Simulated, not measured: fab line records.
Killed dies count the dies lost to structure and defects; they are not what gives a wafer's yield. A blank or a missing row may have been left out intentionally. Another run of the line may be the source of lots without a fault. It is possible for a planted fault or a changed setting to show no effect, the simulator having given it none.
fab line records / flow gf180mcu
record lots=13 wafers=39 lastDay=34
route steps=602 shown POLY_GATE@171 NSD@245 CONTACT@289
lots with no fault: from the same line, run without faults
startH: start of the lot's first displayed wafer, in hours after the record's first day / waitH: hours from the lot's prior step to this one / " the same as in the row above / L1.1+2: one row covering several wafers at once / - no value, or no start was given / * or withheld: withheld / < > ~ a bound
route shown NAME@n: a module of which the file shows steps, and the number in the route of the first / usual: mean/standard deviation taken from wafers without a fault / same: alike in all rows / chamber/n: place in a boat / sites: readings site by site / _std_site: standard deviation across them / _edge_site: inner sites' mean taken away from outer sites' mean / radiusMm: how far each site lies from the wafer's centre / mask NAME#n: copy n / behind: the most recent tool/chamber to have shaped the wafer / hold: reason for holding the lot/hours on hold/outcome of the hold / device: which transistor (n, p or np) failed to switch / end of line: the tests these same wafers got at the end of their route / a step without rows: its recipe alone / killed: the dies lost at the first sort to structure and to defects; this is not the yield of the wafer / map: a wafer's dies, marking killed ones x, the rest . and places with no die _
set.NAME: the setting as run; set.NAME@STEP: as run at that earlier step / model.NAME: the simulator's own value behind a step, which no gauge read
steps of the route over a sample of lots; a table a step, a row a wafer
services: from which hour (startH, from the record's first day; less than 0 if before it) a tool's chamber was out of use, for how many hours, and why
## steps
# step GF_POLY_GATE_STRIP_14
# recipe chemistry=O2/N2 powerW=1400 pressureMtorr=1500 platenTempC=250 o2FlowSccm=3000 n2FlowSccm=300 overashFraction=0.5
# usual drypumpMotorCurrentA=5.6/0.48 heaterPowerW=340/38 n2FlowSccm=299.9/0.9 o2FlowSccm=2999/9.7 oesProductAu=0.505/0.0047 platenTempC=250.01/0.18
# same overashFraction=0.5
lot.wafer=L458.1 tool=plasmaAsher-04 chamber=0 startH=196.29 waitH=0.0 drypumpMotorCurrentA=6.5 heaterPowerW=387 n2FlowSccm=299.1 o2FlowSccm=3008 oesProductAu=0.507 platenTempC=250.32 rfHoursCounterH=56
lot.wafer=L458.2 tool=plasmaAsher-04 chamber=1 startH=196.29 waitH=0.0 drypumpMotorCurrentA=5.5 heaterPowerW=360 n2FlowSccm=298.9 o2FlowSccm=3002 oesProductAu=0.513 platenTempC=250.07 rfHoursCounterH=56
lot.wafer=L458.6 tool=plasmaAsher-04 chamber=0 startH=196.29 waitH=0.0 drypumpMotorCurrentA=6.5 heaterPowerW=377 n2FlowSccm=297.8 o2FlowSccm=2994 oesProductAu=0.503 platenTempC=250.20 rfHoursCounterH=-
lot.wafer=L460.2 tool=plasmaAsher-01 chamber=1 startH=209.61 waitH=0.0 drypumpMotorCurrentA=6.1 heaterPowerW=304 n2FlowSccm=301.0 o2FlowSccm=3002 oesProductAu=0.506 platenTempC=249.90 rfHoursCounterH=58
lot.wafer=L460.3 tool=plasmaAsher-01 chamber=1 startH=209.61 waitH=0.0 drypumpMotorCurrentA=6.1 heaterPowerW=304 n2FlowSccm=301.3 o2FlowSccm=2998 oesProductAu=0.509 platenTempC=249.82 rfHoursCounterH=-
lot.wafer=L460.4 tool=plasmaAsher-01 chamber=0 startH=209.61 waitH=0.0 drypumpMotorCurrentA=5.0 heaterPowerW=273 n2FlowSccm=300.4 o2FlowSccm=2989 oesProductAu=0.492 platenTempC=250.07 rfHoursCounterH=-
lot.wafer=L461.1 tool=plasmaAsher-04 chamber=0 startH=219.61 waitH=0.0 drypumpMotorCurrentA=6.5 heaterPowerW=372 n2FlowSccm=299.7 o2FlowSccm=3012 oesProductAu=0.499 platenTempC=249.89 rfHoursCounterH=59
lot.wafer=L461.2 tool=plasmaAsher-04 chamber=1 startH=219.61 waitH=0.0 drypumpMotorCurrentA=5.5 heaterPowerW=359 n2FlowSccm=301.0 o2FlowSccm=2982 oesProductAu=0.503 platenTempC=250.15 rfHoursCounterH=59
lot.wafer=L461.3 tool=plasmaAsher-04 chamber=0 startH=219.61 waitH=0.0 drypumpMotorCurrentA=6.5 heaterPowerW=383 n2FlowSccm=300.0 o2FlowSccm=3004 oesProductAu=0.504 platenTempC=249.82 rfHoursCounterH=-
lot.wafer=L462.4 tool=plasmaAsher-04 chamber=0 startH=232.77 waitH=0.1 drypumpMotorCurrentA=6.5 heaterPowerW=377 n2FlowSccm=299.6 o2FlowSccm=2997 oesProductAu=0.494 platenTempC=249.98 rfHoursCounterH=-
lot.wafer=L462.5 tool=plasmaAsher-04 chamber=0 startH=232.77 waitH=0.1 drypumpMotorCurrentA=6.4 heaterPowerW=377 n2FlowSccm=300.4 o2FlowSccm=3002 oesProductAu=0.507 platenTempC=250.32 rfHoursCounterH=-
lot.wafer=L462.6 tool=plasmaAsher-04 chamber=1 startH=232.77 waitH=0.1 drypumpMotorCurrentA=5.5 heaterPowerW=355 n2FlowSccm=300.0 o2FlowSccm=3015 oesProductAu=0.505 platenTempC=249.93 rfHoursCounterH=-
lot.wafer=L463.1 tool=plasmaAsher-01 chamber=0 startH=237.61 waitH=0.0 drypumpMotorCurrentA=5.0 heaterPowerW=269 n2FlowSccm=298.7 o2FlowSccm=2993 oesProductAu=0.506 platenTempC=250.05 rfHoursCounterH=61
lot.wafer=L463.4 tool=plasmaAsher-01 chamber=1 startH=237.61 waitH=0.0 drypumpMotorCurrentA=6.0 heaterPowerW=304 n2FlowSccm=300.0 o2FlowSccm=2997 oesProductAu=0.506 platenTempC=249.90 rfHoursCounterH=-
lot.wafer=L463.5 tool=plasmaAsher-01 chamber=1 startH=237.61 waitH=0.0 drypumpMotorCurrentA=6.0 heaterPowerW=310 n2FlowSccm=301.2 o2FlowSccm=3006 oesProductAu=0.500 platenTempC=250.14 rfHoursCounterH=-
lot.wafer=L464.2 tool=plasmaAsher-02 chamber=0 startH=243.04 waitH=0.0 drypumpMotorCurrentA=5.5 heaterPowerW=367 n2FlowSccm=301.0 o2FlowSccm=3001 oesProductAu=0.503 platenTempC=250.15 rfHoursCounterH=46
lot.wafer=L464.5 tool=plasmaAsher-02 chamber=1 startH=243.04 waitH=0.0 drypumpMotorCurrentA=5.2 heaterPowerW=361 n2FlowSccm=300.5 o2FlowSccm=2972 oesProductAu=0.497 platenTempC=250.17 rfHoursCounterH=-
lot.wafer=L464.6 tool=plasmaAsher-02 chamber=0 startH=243.04 waitH=0.0 drypumpMotorCurrentA=5.5 heaterPowerW=363 n2FlowSccm=300.0 o2FlowSccm=2994 oesProductAu=0.496 platenTempC=250.32 rfHoursCounterH=-
lot.wafer=L465.2 tool=plasmaAsher-02 chamber=1 startH=248.39 waitH=0.0 drypumpMotorCurrentA=5.2 heaterPowerW=364 n2FlowSccm=300.1 o2FlowSccm=2998 oesProductAu=0.499 platenTempC=250.07 rfHoursCounterH=47
lot.wafer=L465.3 tool=plasmaAsher-02 chamber=0 startH=248.39 waitH=0.0 drypumpMotorCurrentA=5.6 heaterPowerW=368 n2FlowSccm=300.3 o2FlowSccm=2998 oesProductAu=0.507 platenTempC=249.96 rfHoursCounterH=-
lot.wafer=L465.4 tool=plasmaAsher-02 chamber=1 startH=248.39 waitH=0.0 drypumpMotorCurrentA=5.2 heaterPowerW=353 n2FlowSccm=300.5 o2FlowSccm=3007 oesProductAu=0.509 platenTempC=249.99 rfHoursCounterH=-
lot.wafer=L466.1 tool=plasmaAsher-02 chamber=0 startH=257.84 waitH=0.0 drypumpMotorCurrentA=5.6 heaterPowerW=367 n2FlowSccm=299.2 o2FlowSccm=2992 oesProductAu=0.505 platenTempC=249.72 rfHoursCounterH=48
lot.wafer=L466.3 tool=plasmaAsher-02 chamber=1 startH=257.84 waitH=0.0 drypumpMotorCurrentA=5.2 heaterPowerW=365 n2FlowSccm=298.9 o2FlowSccm=2998 oesProductAu=0.498 platenTempC=250.18 rfHoursCounterH=-
lot.wafer=L466.6 tool=plasmaAsher-02 chamber=1 startH=257.84 waitH=0.0 drypumpMotorCurrentA=5.3 heaterPowerW=361 n2FlowSccm=299.1 o2FlowSccm=3004 oesProductAu=0.512 platenTempC=250.18 rfHoursCounterH=-
lot.wafer=L468.2 tool=plasmaAsher-01 chamber=0 startH=272.09 waitH=0.0 drypumpMotorCurrentA=5.0 heaterPowerW=269 n2FlowSccm=298.9 o2FlowSccm=3004 oesProductAu=0.503 platenTempC=250.02 rfHoursCounterH=64
lot.wafer=L468.5 tool=plasmaAsher-01 chamber=1 startH=272.09 waitH=0.0 drypumpMotorCurrentA=6.0 heaterPowerW=300 n2FlowSccm=301.5 o2FlowSccm=3004 oesProductAu=0.512 platenTempC=249.86 rfHoursCounterH=-
lot.wafer=L468.6 tool=plasmaAsher-01 chamber=0 startH=272.09 waitH=0.0 drypumpMotorCurrentA=5.0 heaterPowerW=274 n2FlowSccm=299.3 o2FlowSccm=3004 oesProductAu=0.507 platenTempC=250.32 rfHoursCounterH=-
lot.wafer=L469.1 tool=plasmaAsher-01 chamber=0 startH=278.49 waitH=0.0 drypumpMotorCurrentA=5.0 heaterPowerW=273 n2FlowSccm=300.6 o2FlowSccm=2997 oesProductAu=0.499 platenTempC=250.17 rfHoursCounterH=65
lot.wafer=L469.5 tool=plasmaAsher-01 chamber=0 startH=278.49 waitH=0.0 drypumpMotorCurrentA=5.0 heaterPowerW=266 n2FlowSccm=300.6 o2FlowSccm=3003 oesProductAu=0.504 platenTempC=250.35 rfHoursCounterH=-
lot.wafer=L469.6 tool=plasmaAsher-01 chamber=1 startH=278.49 waitH=0.0 drypumpMotorCurrentA=6.0 heaterPowerW=307 n2FlowSccm=299.4 o2FlowSccm=2991 oesProductAu=0.510 platenTempC=249.95 rfHoursCounterH=-
lot.wafer=L470.1 tool=plasmaAsher-02 chamber=0 startH=285.34 waitH=0.0 drypumpMotorCurrentA=5.6 heaterPowerW=362 n2FlowSccm=300.4 o2FlowSccm=3014 oesProductAu=0.500 platenTempC=249.90 rfHoursCounterH=51
lot.wafer=L470.4 tool=plasmaAsher-02 chamber=1 startH=285.34 waitH=0.0 drypumpMotorCurrentA=5.3 heaterPowerW=358 n2FlowSccm=301.0 o2FlowSccm=2994 oesProductAu=0.502 platenTempC=250.10 rfHoursCounterH=-
lot.wafer=L470.5 tool=plasmaAsher-02 chamber=1 startH=285.34 waitH=0.0 drypumpMotorCurrentA=5.3 heaterPowerW=366 n2FlowSccm=300.1 o2FlowSccm=2990 oesProductAu=0.503 platenTempC=250.02 rfHoursCounterH=-
lot.wafer=L473.1 tool=plasmaAsher-04 chamber=1 startH=307.56 waitH=0.0 drypumpMotorCurrentA=5.5 heaterPowerW=359 n2FlowSccm=299.8 o2FlowSccm=3026 oesProductAu=0.507 platenTempC=250.09 rfHoursCounterH=68
lot.wafer=L473.2 tool=plasmaAsher-04 chamber=0 startH=307.56 waitH=0.0 drypumpMotorCurrentA=6.5 heaterPowerW=380 n2FlowSccm=298.2 o2FlowSccm=2985 oesProductAu=0.501 platenTempC=249.76 rfHoursCounterH=68
lot.wafer=L473.6 tool=plasmaAsher-04 chamber=1 startH=307.56 waitH=0.0 drypumpMotorCurrentA=5.5 heaterPowerW=349 n2FlowSccm=300.9 o2FlowSccm=3010 oesProductAu=0.499 platenTempC=249.91 rfHoursCounterH=-
lot.wafer=L480.3 tool=plasmaAsher-04 chamber=1 startH=352.84 waitH=0.1 drypumpMotorCurrentA=5.5 heaterPowerW=354 n2FlowSccm=299.7 o2FlowSccm=2996 oesProductAu=0.509 platenTempC=249.54 rfHoursCounterH=-
lot.wafer=L480.4 tool=plasmaAsher-04 chamber=0 startH=352.84 waitH=0.1 drypumpMotorCurrentA=6.5 heaterPowerW=377 n2FlowSccm=300.8 o2FlowSccm=3007 oesProductAu=0.512 platenTempC=250.23 rfHoursCounterH=-
lot.wafer=L480.6 tool=plasmaAsher-04 chamber=0 startH=352.84 waitH=0.1 drypumpMotorCurrentA=6.5 heaterPowerW=378 n2FlowSccm=299.9 o2FlowSccm=3004 oesProductAu=0.502 platenTempC=250.10 rfHoursCounterH=-
# step GF_NSD_IMPLANT_10
# recipe species=P energyKev=40 doseCm2=5e+14 tiltDeg=7
lot.wafer=L458.1+2+6 tool=implanter-02 chamber=0 startH=296.55 waitH=0.1
lot.wafer=L460.2+3+4 tool=implanter-03 chamber=0 startH=308.09 waitH=0.1
lot.wafer=L461.1+2+3 tool=implanter-01 chamber=0 startH=320.45 waitH=0.1
lot.wafer=L462.4+5+6 tool=implanter-02 chamber=0 startH=336.49 waitH=0.1
lot.wafer=L463.1+4+5 tool=implanter-03 chamber=0 startH=343.12 waitH=0.1
lot.wafer=L464.2+5+6 tool=implanter-03 chamber=0 startH=348.57 waitH=0.1
lot.wafer=L465.2+3+4 tool=implanter-02 chamber=0 startH=354.77 waitH=0.1
lot.wafer=L466.1+3+6 tool=implanter-02 chamber=0 startH=364.58 waitH=0.1
lot.wafer=L468.2+5+6 tool=implanter-01 chamber=0 startH=388.39 waitH=0.1
lot.wafer=L469.1+5+6 tool=implanter-02 chamber=0 startH=395.48 waitH=0.1
lot.wafer=L470.1+4+5 tool=implanter-03 chamber=0 startH=401.83 waitH=0.1
lot.wafer=L473.1+2+6 tool=implanter-02 chamber=0 startH=424.58 waitH=0.1
lot.wafer=L480.3+4+6 tool=implanter-01 chamber=0 startH=476.38 waitH=0.1
# step GF_PSD_RS_MEAS_14
# recipe thkMeasGauge=four-point-probe
# usual NSD_RS=46.11/0.084
lot.wafer=L458.1 tool=filmMetro-02 chamber=- startH=317.39 waitH=0.1 NSD_RS[ohm/sq]=46.18
lot.wafer=L458.2 tool=filmMetro-02 chamber=- startH=317.39 waitH=0.1 NSD_RS[ohm/sq]=46.16
lot.wafer=L458.6 tool=filmMetro-02 chamber=- startH=317.39 waitH=0.1 NSD_RS[ohm/sq]=46.11
lot.wafer=L460.2 tool=filmMetro-03 chamber=- startH=329.13 waitH=0.1 NSD_RS[ohm/sq]=46.00
lot.wafer=L460.3 tool=filmMetro-03 chamber=- startH=329.13 waitH=0.1 NSD_RS[ohm/sq]=46.04
lot.wafer=L460.4 tool=filmMetro-03 chamber=- startH=329.13 waitH=0.1 NSD_RS[ohm/sq]=46.02
lot.wafer=L461.1 tool=filmMetro-04 chamber=- startH=341.82 waitH=0.1 NSD_RS[ohm/sq]=46.05
lot.wafer=L461.2 tool=filmMetro-04 chamber=- startH=341.82 waitH=0.1 NSD_RS[ohm/sq]=46.07
lot.wafer=L461.3 tool=filmMetro-04 chamber=- startH=341.82 waitH=0.1 NSD_RS[ohm/sq]=46.06
lot.wafer=L462.4 tool=filmMetro-03 chamber=- startH=358.73 waitH=0.1 NSD_RS[ohm/sq]=46.07
lot.wafer=L462.5 tool=filmMetro-03 chamber=- startH=358.73 waitH=0.1 NSD_RS[ohm/sq]=45.94
lot.wafer=L462.6 tool=filmMetro-03 chamber=- startH=358.73 waitH=0.1 NSD_RS[ohm/sq]=45.96
lot.wafer=L463.1 tool=filmMetro-02 chamber=- startH=365.81 waitH=0.1 NSD_RS[ohm/sq]=45.99
lot.wafer=L463.4 tool=filmMetro-02 chamber=- startH=365.81 waitH=0.1 NSD_RS[ohm/sq]=46.18
lot.wafer=L463.5 tool=filmMetro-02 chamber=- startH=365.81 waitH=0.1 NSD_RS[ohm/sq]=46.16
lot.wafer=L464.2 tool=filmMetro-02 chamber=- startH=371.67 waitH=0.1 NSD_RS[ohm/sq]=46.22
lot.wafer=L464.5 tool=filmMetro-02 chamber=- startH=371.67 waitH=0.1 NSD_RS[ohm/sq]=46.18
lot.wafer=L464.6 tool=filmMetro-02 chamber=- startH=371.67 waitH=0.1 NSD_RS[ohm/sq]=46.06
lot.wafer=L465.2 tool=filmMetro-03 chamber=- startH=377.62 waitH=0.1 NSD_RS[ohm/sq]=46.11
lot.wafer=L465.3 tool=filmMetro-03 chamber=- startH=377.62 waitH=0.1 NSD_RS[ohm/sq]=45.99
lot.wafer=L465.4 tool=filmMetro-03 chamber=- startH=377.62 waitH=0.1 NSD_RS[ohm/sq]=46.21
lot.wafer=L466.1 tool=filmMetro-02 chamber=- startH=387.37 waitH=0.1 NSD_RS[ohm/sq]=46.18
lot.wafer=L466.3 tool=filmMetro-02 chamber=- startH=387.37 waitH=0.1 NSD_RS[ohm/sq]=46.16
lot.wafer=L466.6 tool=filmMetro-02 chamber=- startH=387.37 waitH=0.1 NSD_RS[ohm/sq]=46.25
lot.wafer=L468.2 tool=filmMetro-04 chamber=- startH=412.79 waitH=0.1 NSD_RS[ohm/sq]=46.11
lot.wafer=L468.5 tool=filmMetro-04 chamber=- startH=412.79 waitH=0.1 NSD_RS[ohm/sq]=46.01
lot.wafer=L468.6 tool=filmMetro-04 chamber=- startH=412.79 waitH=0.1 NSD_RS[ohm/sq]=46.11
lot.wafer=L469.1 tool=filmMetro-03 chamber=- startH=419.53 waitH=0.1 NSD_RS[ohm/sq]=46.04
lot.wafer=L469.5 tool=filmMetro-03 chamber=- startH=419.53 waitH=0.1 NSD_RS[ohm/sq]=46.14
lot.wafer=L469.6 tool=filmMetro-03 chamber=- startH=419.53 waitH=0.1 NSD_RS[ohm/sq]=46.06
lot.wafer=L470.1 tool=filmMetro-04 chamber=- startH=426.01 waitH=0.1 NSD_RS[ohm/sq]=46.31
lot.wafer=L470.4 tool=filmMetro-04 chamber=- startH=426.01 waitH=0.1 NSD_RS[ohm/sq]=46.24
lot.wafer=L470.5 tool=filmMetro-04 chamber=- startH=426.01 waitH=0.1 NSD_RS[ohm/sq]=46.20
lot.wafer=L473.1 tool=filmMetro-03 chamber=- startH=449.87 waitH=0.1 NSD_RS[ohm/sq]=47.12
lot.wafer=L473.2 tool=filmMetro-03 chamber=- startH=449.87 waitH=0.1 NSD_RS[ohm/sq]=47.31
lot.wafer=L473.6 tool=filmMetro-03 chamber=- startH=449.87 waitH=0.1 NSD_RS[ohm/sq]=47.30
lot.wafer=L480.3 tool=filmMetro-03 chamber=- startH=500.81 waitH=0.1 NSD_RS[ohm/sq]=46.08
lot.wafer=L480.4 tool=filmMetro-03 chamber=- startH=500.81 waitH=0.1 NSD_RS[ohm/sq]=46.20
lot.wafer=L480.6 tool=filmMetro-03 chamber=- startH=500.81 waitH=0.1 NSD_RS[ohm/sq]=46.01
# step GF_CONTACT_CVD_02
# recipe material=SiO2 targetThkNm=860 precursor=TEOS tempC=400 timeS=95.992 rfW=600
# usual heaterPowerW=648/98
lot.wafer=L458.1 tool=pecvd-03 chamber=0 startH=338.79 waitH=0.1 heaterPowerW=575
lot.wafer=L458.2 tool=pecvd-03 chamber=1 startH=338.79 waitH=0.1 heaterPowerW=614
lot.wafer=L458.6 tool=pecvd-03 chamber=2 startH=338.79 waitH=0.1 heaterPowerW=684
lot.wafer=L460.2 tool=pecvd-02 chamber=1 startH=352.61 waitH=0.0 heaterPowerW=786
lot.wafer=L460.3 tool=pecvd-02 chamber=2 startH=352.61 waitH=0.0 heaterPowerW=790
lot.wafer=L460.4 tool=pecvd-02 chamber=1 startH=352.61 waitH=0.0 heaterPowerW=829
lot.wafer=L461.1 tool=pecvd-02 chamber=0 startH=364.35 waitH=0.1 heaterPowerW=697
lot.wafer=L461.2 tool=pecvd-02 chamber=2 startH=364.35 waitH=0.1 heaterPowerW=740
lot.wafer=L461.3 tool=pecvd-02 chamber=1 startH=364.35 waitH=0.1 heaterPowerW=855
lot.wafer=L462.4 tool=pecvd-04 chamber=1 startH=382.52 waitH=0.1 heaterPowerW=659
lot.wafer=L462.5 tool=pecvd-04 chamber=0 startH=382.52 waitH=0.1 heaterPowerW=507
lot.wafer=L462.6 tool=pecvd-04 chamber=2 startH=382.52 waitH=0.1 heaterPowerW=666
lot.wafer=L463.1 tool=pecvd-02 chamber=0 startH=388.74 waitH=0.1 heaterPowerW=684
lot.wafer=L463.4 tool=pecvd-02 chamber=1 startH=388.74 waitH=0.1 heaterPowerW=789
lot.wafer=L463.5 tool=pecvd-02 chamber=2 startH=388.74 waitH=0.1 heaterPowerW=870
lot.wafer=L464.2 tool=pecvd-02 chamber=1 startH=395.93 waitH=0.0 heaterPowerW=843
lot.wafer=L464.5 tool=pecvd-02 chamber=2 startH=395.93 waitH=0.0 heaterPowerW=870
lot.wafer=L464.6 tool=pecvd-02 chamber=1 startH=395.93 waitH=0.0 heaterPowerW=674
lot.wafer=L465.2 tool=pecvd-02 chamber=1 startH=401.87 waitH=0.0 heaterPowerW=766
lot.wafer=L465.3 tool=pecvd-02 chamber=0 startH=401.87 waitH=0.0 heaterPowerW=688
lot.wafer=L465.4 tool=pecvd-02 chamber=0 startH=401.87 waitH=0.0 heaterPowerW=576
lot.wafer=L466.1 tool=pecvd-03 chamber=1 startH=412.47 waitH=0.1 heaterPowerW=571
lot.wafer=L466.3 tool=pecvd-03 chamber=2 startH=412.47 waitH=0.1 heaterPowerW=491
lot.wafer=L466.6 tool=pecvd-03 chamber=0 startH=412.47 waitH=0.1 heaterPowerW=658
lot.wafer=L468.2 tool=pecvd-02 chamber=1 startH=438.29 waitH=0.0 heaterPowerW=739
lot.wafer=L468.5 tool=pecvd-02 chamber=1 startH=438.29 waitH=0.0 heaterPowerW=806
lot.wafer=L468.6 tool=pecvd-02 chamber=0 startH=438.29 waitH=0.0 heaterPowerW=645
lot.wafer=L469.1 tool=pecvd-02 chamber=2 startH=444.87 waitH=0.1 heaterPowerW=768
lot.wafer=L469.5 tool=pecvd-02 chamber=0 startH=444.87 waitH=0.1 heaterPowerW=650
lot.wafer=L469.6 tool=pecvd-02 chamber=1 startH=444.87 waitH=0.1 heaterPowerW=794
lot.wafer=L470.1 tool=pecvd-03 chamber=0 startH=452.46 waitH=0.1 heaterPowerW=690
lot.wafer=L470.4 tool=pecvd-03 chamber=2 startH=452.46 waitH=0.1 heaterPowerW=538
lot.wafer=L470.5 tool=pecvd-03 chamber=0 startH=452.46 waitH=0.1 heaterPowerW=549
lot.wafer=L473.1 tool=pecvd-03 chamber=1 startH=475.40 waitH=0.1 heaterPowerW=521
lot.wafer=L473.2 tool=pecvd-03 chamber=2 startH=475.40 waitH=0.1 heaterPowerW=539
lot.wafer=L473.6 tool=pecvd-03 chamber=1 startH=475.40 waitH=0.1 heaterPowerW=559
lot.wafer=L480.3 tool=pecvd-04 chamber=0 startH=525.46 waitH=0.0 heaterPowerW=533
lot.wafer=L480.4 tool=pecvd-04 chamber=1 startH=525.46 waitH=0.0 heaterPowerW=703
lot.wafer=L480.6 tool=pecvd-04 chamber=2 startH=525.46 waitH=0.0 heaterPowerW=689
# step GF_CONTACT_THK_MEAS_03
# recipe reads=SiO2_of_CONTACT_CVD_02
# usual CONTACT_CVD_02_THK=859/12
lot.wafer=L458.1 tool=filmMetro-01 chamber=- startH=338.86 waitH=0.0 CONTACT_CVD_02_THK[nm]=870
lot.wafer=L458.2 tool=filmMetro-01 chamber=- startH=338.86 waitH=0.0 CONTACT_CVD_02_THK[nm]=860
lot.wafer=L458.6 tool=filmMetro-01 chamber=- startH=338.86 waitH=0.0 CONTACT_CVD_02_THK[nm]=857
lot.wafer=L460.2 tool=filmMetro-02 chamber=- startH=352.69 waitH=0.0 CONTACT_CVD_02_THK[nm]=851
lot.wafer=L460.3 tool=filmMetro-02 chamber=- startH=352.69 waitH=0.0 CONTACT_CVD_02_THK[nm]=845
lot.wafer=L460.4 tool=filmMetro-02 chamber=- startH=352.69 waitH=0.0 CONTACT_CVD_02_THK[nm]=859
lot.wafer=L461.1 tool=filmMetro-02 chamber=- startH=364.42 waitH=0.0 CONTACT_CVD_02_THK[nm]=850
lot.wafer=L461.2 tool=filmMetro-02 chamber=- startH=364.42 waitH=0.0 CONTACT_CVD_02_THK[nm]=848
lot.wafer=L461.3 tool=filmMetro-02 chamber=- startH=364.42 waitH=0.0 CONTACT_CVD_02_THK[nm]=847
lot.wafer=L462.4 tool=filmMetro-04 chamber=- startH=382.59 waitH=0.0 CONTACT_CVD_02_THK[nm]=862
lot.wafer=L462.5 tool=filmMetro-04 chamber=- startH=382.59 waitH=0.0 CONTACT_CVD_02_THK[nm]=855
lot.wafer=L462.6 tool=filmMetro-04 chamber=- startH=382.59 waitH=0.0 CONTACT_CVD_02_THK[nm]=864
lot.wafer=L463.1 tool=filmMetro-04 chamber=- startH=388.81 waitH=0.0 CONTACT_CVD_02_THK[nm]=846
lot.wafer=L463.4 tool=filmMetro-04 chamber=- startH=388.81 waitH=0.0 CONTACT_CVD_02_THK[nm]=867
lot.wafer=L463.5 tool=filmMetro-04 chamber=- startH=388.81 waitH=0.0 CONTACT_CVD_02_THK[nm]=858
lot.wafer=L464.2 tool=filmMetro-01 chamber=- startH=396.01 waitH=0.0 CONTACT_CVD_02_THK[nm]=842
lot.wafer=L464.5 tool=filmMetro-01 chamber=- startH=396.01 waitH=0.0 CONTACT_CVD_02_THK[nm]=852
lot.wafer=L464.6 tool=filmMetro-01 chamber=- startH=396.01 waitH=0.0 CONTACT_CVD_02_THK[nm]=849
lot.wafer=L465.2 tool=filmMetro-02 chamber=- startH=401.95 waitH=0.0 CONTACT_CVD_02_THK[nm]=850
lot.wafer=L465.3 tool=filmMetro-02 chamber=- startH=401.95 waitH=0.0 CONTACT_CVD_02_THK[nm]=855
lot.wafer=L465.4 tool=filmMetro-02 chamber=- startH=401.95 waitH=0.0 CONTACT_CVD_02_THK[nm]=867
lot.wafer=L466.1 tool=filmMetro-01 chamber=- startH=412.54 waitH=0.0 CONTACT_CVD_02_THK[nm]=870
lot.wafer=L466.3 tool=filmMetro-01 chamber=- startH=412.54 waitH=0.0 CONTACT_CVD_02_THK[nm]=862
lot.wafer=L466.6 tool=filmMetro-01 chamber=- startH=412.54 waitH=0.0 CONTACT_CVD_02_THK[nm]=882
lot.wafer=L468.2 tool=filmMetro-01 chamber=- startH=438.37 waitH=0.0 CONTACT_CVD_02_THK[nm]=861
lot.wafer=L468.5 tool=filmMetro-01 chamber=- startH=438.37 waitH=0.0 CONTACT_CVD_02_THK[nm]=860
lot.wafer=L468.6 tool=filmMetro-01 chamber=- startH=438.37 waitH=0.0 CONTACT_CVD_02_THK[nm]=864
lot.wafer=L469.1 tool=filmMetro-01 chamber=- startH=444.94 waitH=0.0 CONTACT_CVD_02_THK[nm]=840
lot.wafer=L469.5 tool=filmMetro-01 chamber=- startH=444.94 waitH=0.0 CONTACT_CVD_02_THK[nm]=871
lot.wafer=L469.6 tool=filmMetro-01 chamber=- startH=444.94 waitH=0.0 CONTACT_CVD_02_THK[nm]=852
lot.wafer=L470.1 tool=filmMetro-02 chamber=- startH=452.53 waitH=0.0 CONTACT_CVD_02_THK[nm]=850
lot.wafer=L470.4 tool=filmMetro-02 chamber=- startH=452.53 waitH=0.0 CONTACT_CVD_02_THK[nm]=870
lot.wafer=L470.5 tool=filmMetro-02 chamber=- startH=452.53 waitH=0.0 CONTACT_CVD_02_THK[nm]=861
lot.wafer=L473.1 tool=filmMetro-01 chamber=- startH=475.47 waitH=0.0 CONTACT_CVD_02_THK[nm]=862
lot.wafer=L473.2 tool=filmMetro-01 chamber=- startH=475.47 waitH=0.0 CONTACT_CVD_02_THK[nm]=849
lot.wafer=L473.6 tool=filmMetro-01 chamber=- startH=475.47 waitH=0.0 CONTACT_CVD_02_THK[nm]=870
lot.wafer=L480.3 tool=filmMetro-04 chamber=- startH=525.55 waitH=0.1 CONTACT_CVD_02_THK[nm]=842
lot.wafer=L480.4 tool=filmMetro-04 chamber=- startH=525.55 waitH=0.1 CONTACT_CVD_02_THK[nm]=860
lot.wafer=L480.6 tool=filmMetro-04 chamber=- startH=525.55 waitH=0.1 CONTACT_CVD_02_THK[nm]=870
## services
tool=implanter-02 chamber=- startH=183.03 hours=5.1 kind=pm
tool=pecvd-03 chamber=- startH=200.27 hours=1.9 kind=repair
tool=plasmaAsher-02 chamber=- startH=200.34 hours=13.9 kind=repair
tool=implanter-03 chamber=- startH=210.55 hours=1.7 kind=repair
tool=pecvd-02 chamber=0 startH=217.33 hours=22.9 kind=repair
tool=implanter-03 chamber=- startH=231.37 hours=4.6 kind=repair
tool=pecvd-03 chamber=- startH=237.97 hours=1.1 kind=repair
tool=plasmaAsher-01 chamber=- startH=247.56 hours=0.7 kind=repair
tool=pecvd-02 chamber=2 startH=282.77 hours=17.9 kind=repair
tool=plasmaAsher-04 chamber=- startH=291.85 hours=4.3 kind=pm
tool=pecvd-03 chamber=- startH=301.33 hours=2.4 kind=repair
tool=pecvd-02 chamber=- startH=304.27 hours=2.8 kind=pm
tool=implanter-02 chamber=- startH=320.26 hours=5.3 kind=repair
tool=plasmaAsher-01 chamber=- startH=328.43 hours=2.8 kind=pm
tool=pecvd-02 chamber=- startH=329.62 hours=14.6 kind=pm
tool=implanter-02 chamber=- startH=341.86 hours=2.8 kind=repair
tool=pecvd-03 chamber=- startH=368.88 hours=14.0 kind=pm
tool=pecvd-03 chamber=2 startH=369.36 hours=2.0 kind=repair
tool=implanter-03 chamber=- startH=373.38 hours=4.3 kind=pm
tool=pecvd-03 chamber=1 startH=403.57 hours=3.9 kind=repair
tool=plasmaAsher-04 chamber=- startH=421.25 hours=9.0 kind=pm
tool=implanter-02 chamber=- startH=453.30 hours=20.8 kind=repair
tool=plasmaAsher-04 chamber=- startH=499.36 hours=1.5 kind=repair
tool=implanter-02 chamber=- startH=520.93 hours=3.1 kind=repair
## key
firstSign step=GF_PSD_RS_MEAS_14 reading=NSD_RS direction=up sigmas=14 usual=46.11 struck=47.24
effect none on later readings
metAt GF_NSD_IMPLANT_10
struckLots L473
testerLeftOut L473
notActingAt GF_POLY_GATE_STRIP_14,GF_CONTACT_CVD_02,GF_CONTACT_THK_MEAS_03
onsetBetween 395.48 424.58
fault kind=processParameterDrift tool=implanter-02 chamber=- onsetH=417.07 steps=GF_NSD_IMPLANT_10 channel=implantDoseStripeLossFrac offset=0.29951 shape=step endH=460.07
# testerLeftOut: of these lots the tester's yield and bins aren't shown, on N5 and GAA mostly nor the transistor test; their killed dies are dies lost to structure and defects alone, not to doping, threshold or leakage, so they don't give the yield
